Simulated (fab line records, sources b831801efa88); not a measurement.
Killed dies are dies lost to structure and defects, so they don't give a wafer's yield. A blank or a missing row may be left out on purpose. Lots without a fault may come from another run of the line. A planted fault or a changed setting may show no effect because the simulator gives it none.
Chamber matching | flow sky130 | SKY_VIA3_ETCH_14 on rie_diel-03: 4 sister chambers
The step etches BARC in N2/H2, stops on SiO2, time 45.9 s, target depth 60 nm. 16 wafers are shown with their chamber, then 8 later ones without.

WAFERS WITH THEIR CHAMBER
wafer  | chamber | drypump_motor_current_A (A) | oes_product_au (a.u.) | throttle_valve_pct (%)
L998.1 | 2       | 6.5                         | 0.844                 | 13.240
L998.3 | 1       | 5.8                         | 0.852                 | 13.227
L998.5 | 1       | 5.8                         | 0.847                 | 13.225
L100.2 | 2       | 6.5                         | 0.843                 | 13.234
L100.3 | 3       | 5.7                         | 0.841                 | 13.224
L100.4 | 1       | 5.9                         | 0.845                 | 13.225
L104.3 | 2       | 6.5                         | 0.850                 | 13.212
L104.4 | 0       | 5.7                         | 0.854                 | 13.218
L104.5 | 3       | 5.6                         | 0.854                 | 13.223
L108.1 | 3       | 5.6                         | 0.846                 | 13.237
L108.3 | 1       | 5.8                         | 0.843                 | 13.219
L108.4 | 2       | 6.5                         | 0.850                 | 13.222
L110.1 | 1       | 5.8                         | 0.847                 | 13.237
L110.5 | 1       | 5.8                         | 0.845                 | 13.224
L110.6 | 2       | 6.5                         | 0.848                 | 13.227
L111.2 | 3       | 5.6                         | 0.852                 | 13.226

SIGNATURES (means of the wafers above)
reading                 | chamber 0 | chamber 1 | chamber 2 | chamber 3 | scatter within a chamber
drypump_motor_current_A | 5.700     | 5.817     | 6.500     | 5.625     | 0.0363
oes_product_au          | 0.85400   | 0.84650   | 0.84700   | 0.84825   | 0.00404
throttle_valve_pct      | 13.21800  | 13.22617  | 13.22700  | 13.22750  | 0.00801
Rule: a wafer's distance from a chamber is the root of the sum, over the readings, of the square of ((its reading less the chamber's mean) divided by the reading's scatter). The wafer belongs to the nearest chamber; if the next one is less than 2 further off, it can't be placed. The scatter: the root of (the sum of the squares of (reading less its chamber's mean) over the shown wafers, divided by (wafers less chambers)).

WAFERS WITHOUT THEIR CHAMBER
wafer  | drypump_motor_current_A (A) | oes_product_au (a.u.) | throttle_valve_pct (%)
L111.3 | 5.6                         | 0.856                 | 13.215
L111.5 | 5.6                         | 0.849                 | 13.229
L120.2 | 5.8                         | 0.845                 | 13.232
L120.3 | 5.7                         | 0.853                 | 13.226
L120.4 | 5.7                         | 0.849                 | 13.221
L121.4 | 6.5                         | 0.850                 | 13.224
L121.5 | 5.7                         | 0.851                 | 13.216
L121.6 | 5.8                         | 0.845                 | 13.216

WHICH CHAMBER EACH WENT THROUGH
wafer  | from the rows above     | in truth
L111.3 | can't be placed: 3 or 0 | 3
L111.5 | 3                       | 3
L120.2 | 1                       | 1
L120.3 | can't be placed: 0 or 3 | 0
L120.4 | can't be placed: 0 or 3 | 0
L121.4 | 2                       | 2
L121.5 | can't be placed: 0 or 3 | 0
L121.6 | 1                       | 1
Placed correctly: 4 of 8. Can't be placed from these rows: 4 (the true chamber is among the candidates in 4). Placed wrongly: 0.
